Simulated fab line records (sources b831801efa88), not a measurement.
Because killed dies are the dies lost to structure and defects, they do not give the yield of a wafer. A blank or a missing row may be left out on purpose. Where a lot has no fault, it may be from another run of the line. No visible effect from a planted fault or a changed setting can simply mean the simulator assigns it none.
Which tool was responsible? | flow sky130 | 39 wafers from 13 lots sampled at 4 of the route's 708 steps

WHAT THE GAUGES READ, wafer by wafer
SKY_SONOS_ONO_CD_MEAS_13: target cd 410 nm.
lot  | measured     | on        | cd nm (nm)
L534 | day 12 17:58 | cd sem-02 | 409.8 410.9 409.3
L535 | day 13 01:17 | cd sem-02 | 406.3 406.2 408.2
L537 | day 13 09:04 | cd sem-01 | 414.8 413.5 412.9
L539 | day 14 08:40 | cd sem-02 | 409.1 407.7 409.9
L540 | day 14 12:29 | cd sem-01 | 410.1 413.6 412.0
L541 | day 14 23:40 | cd sem-01 | 406.9 410.5 409.7
L542 | day 15 08:59 | cd sem-01 | 408.9 410.2 410.2
L546 | day 16 20:13 | cd sem-02 | 409.9 407.9 405.5
L548 | day 17 08:05 | cd sem-02 | 408.9 409.2 407.8
L550 | day 18 04:01 | cd sem-01 | 411.2 411.3 412.2
L551 | day 18 16:30 | cd sem-02 | 408.1 410.0 408.8
L556 | day 20 08:00 | cd sem-01 | 412.9 411.3 411.8
L557 | day 20 16:19 | cd sem-02 | 410.1 411.0 410.1

SKY_LDD_HVN_TW_MEAS_10.
lot  | measured     | on            | LDD_HVN_TW
L534 | day 20 09:08 | film metro-03 | 1422 1422 1425
L535 | day 20 14:56 | film metro-03 | 1420 1417 1420
L537 | day 21 05:25 | film metro-01 | 1449 1446 1453
L539 | day 22 05:05 | film metro-01 | 1451 1458 1454
L540 | day 22 08:15 | film metro-04 | 1432 1430 1429
L541 | day 22 22:19 | film metro-03 | 1419 1417 1422
L542 | day 23 09:32 | film metro-01 | 1444 1435 1440
L546 | day 24 18:24 | film metro-04 | 1421 1424 1428
L548 | day 25 11:13 | film metro-03 | 1418 1416 1420
L550 | day 26 04:55 | film metro-01 | 1443 1447 1449
L551 | day 26 15:32 | film metro-04 | 1439 1433 1441
L556 | day 28 05:56 | film metro-04 | 1431 1421 1431
L557 | day 28 11:12 | film metro-03 | 1404 1407 1402

TOOL THAT RAN EACH LOT (tool first, then ch and the chambers of the sampled wafers, then the start)
lot  | SKY_GATE_OXIDE_STRIP_13              | SKY_LDD_P_IMPLANT_09
L534 | plasma asher-04 ch 0,1, day 13 22:09 | implanter-04 ch 0, day 19 02:23
L535 | plasma asher-04 ch 0,1, day 14 06:54 | implanter-03 ch 0, day 19 08:02
L537 | plasma asher-01 ch 0,1, day 14 14:03 | implanter-04 ch 0, day 19 22:25
L539 | plasma asher-03 ch 0,1, day 15 14:17 | implanter-03 ch 0, day 20 22:58
L540 | plasma asher-01 ch 0, day 15 18:07   | implanter-03 ch 0, day 21 01:44
L541 | plasma asher-04 ch 0,1, day 16 05:40 | implanter-03 ch 0, day 21 15:10
L542 | plasma asher-01 ch 0,1, day 16 18:32 | implanter-04 ch 0, day 22 02:56
L546 | plasma asher-03 ch 0,1, day 18 03:13 | implanter-01 ch 0, day 23 12:38
L548 | plasma asher-03 ch 0,1, day 18 17:13 | implanter-04 ch 0, day 24 05:20
L550 | plasma asher-01 ch 0,1, day 19 12:50 | implanter-04 ch 0, day 24 23:56
L551 | plasma asher-01 ch 0,1, day 20 01:37 | implanter-04 ch 0, day 25 10:08
L556 | plasma asher-01 ch 0,1, day 21 16:11 | implanter-03 ch 0, day 27 00:53
L557 | plasma asher-04 ch 0,1, day 22 00:49 | implanter-03 ch 0, day 27 07:10
- SKY_GATE_OXIDE_STRIP_13: strips in O2/N2.
- SKY_LDD_P_IMPLANT_09

WHAT THE TOOLS THEMSELVES READ (means of the sampled wafers that have a number; where no wafer has one, the mark that the record gives instead)
SKY_GATE_OXIDE_STRIP_13.
lot  | tool            | drypump motor current A (A) | oes product au (a.u.) | strip time to endpoint s (s)
L534 | plasma asher-04 | 5.9                         | 0.717                 | 14.20
L535 | plasma asher-04 | 5.8                         | 0.717                 | 14.18
L537 | plasma asher-01 | 5.9                         | 0.711                 | 14.19
L539 | plasma asher-03 | 5.7                         | 0.715                 | 14.23
L540 | plasma asher-01 | 5.4                         | 0.718                 | 14.14
L541 | plasma asher-04 | 6.0                         | 0.712                 | 14.11
L542 | plasma asher-01 | 5.7                         | 0.716                 | 14.20
L546 | plasma asher-03 | 5.7                         | 0.718                 | 14.21
L548 | plasma asher-03 | 5.5                         | 0.718                 | 14.22
L550 | plasma asher-01 | 5.9                         | 0.714                 | 14.26
L551 | plasma asher-01 | 5.9                         | 0.718                 | 14.22
L556 | plasma asher-01 | 5.9                         | 0.714                 | 14.19
L557 | plasma asher-04 | 5.8                         | 0.716                 | 14.23

SKY_LDD_P_IMPLANT_09.
lot  | tool         | beam energy keV
L534 | implanter-04 | 25.003
L535 | implanter-03 | 24.993
L537 | implanter-04 | 24.998
L539 | implanter-03 | 24.999
L540 | implanter-03 | 25.007
L541 | implanter-03 | 25.001
L542 | implanter-04 | 25.011
L546 | implanter-01 | 25.001
L548 | implanter-04 | 24.999
L550 | implanter-04 | 25.792
L551 | implanter-04 | 25.793
L556 | implanter-03 | 25.008
L557 | implanter-03 | 25.006

THE ANSWER, worked out from the rows above alone
Rule: the usual values come from the lots themselves. Put in order of their means at a reading, lots are off if they are a third of the lots or fewer, leave a main group of 4 or more, and stand apart from it by a gap of 3 or more times the standard deviation of the main group's means; of several such gaps the widest counts. A main group whose means are all the same, to the digits that the tables above print for the reading, isn't used. A lot without any number at a reading at which 4 lots or more have one is off too. All remaining lots with rows at the step are treated as sound. Order of review: gauges by route order, followed by the tools' own readings, for which a lot's mean as printed above is used. At the first step where some lot is off, the reading lying furthest off is the one used; lots without a number count as furthest.
Off at SKY_LDD_P_IMPLANT_09 (beam energy keV): L550, L551. The main group: mean 25.002, standard deviation 0.005.
A tool fits if, at that step or a process step before it, it ran every lot that is off, and no sound lot after the first of them. One fits: implanter-04 at SKY_LDD_P_IMPLANT_09. Its last sound lot is L548 (day 24 05:20), its first lot that is off L550 (day 24 23:56): a fault that began between those two fits.
The tool's own readings at SKY_LDD_P_IMPLANT_09 bear it out: on the lots that are off they differ by more than 5 times the standard deviation of the sound lots' means. beam energy keV reads 25.793 there against 25.002 on the sound lots.

WHAT THE SIMULATOR HAD INSERTED
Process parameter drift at SKY_LDD_P_IMPLANT_09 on implanter-04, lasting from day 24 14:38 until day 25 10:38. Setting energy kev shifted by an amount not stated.
Lots struck among those shown: L550, L551. Same finding as the rule above.
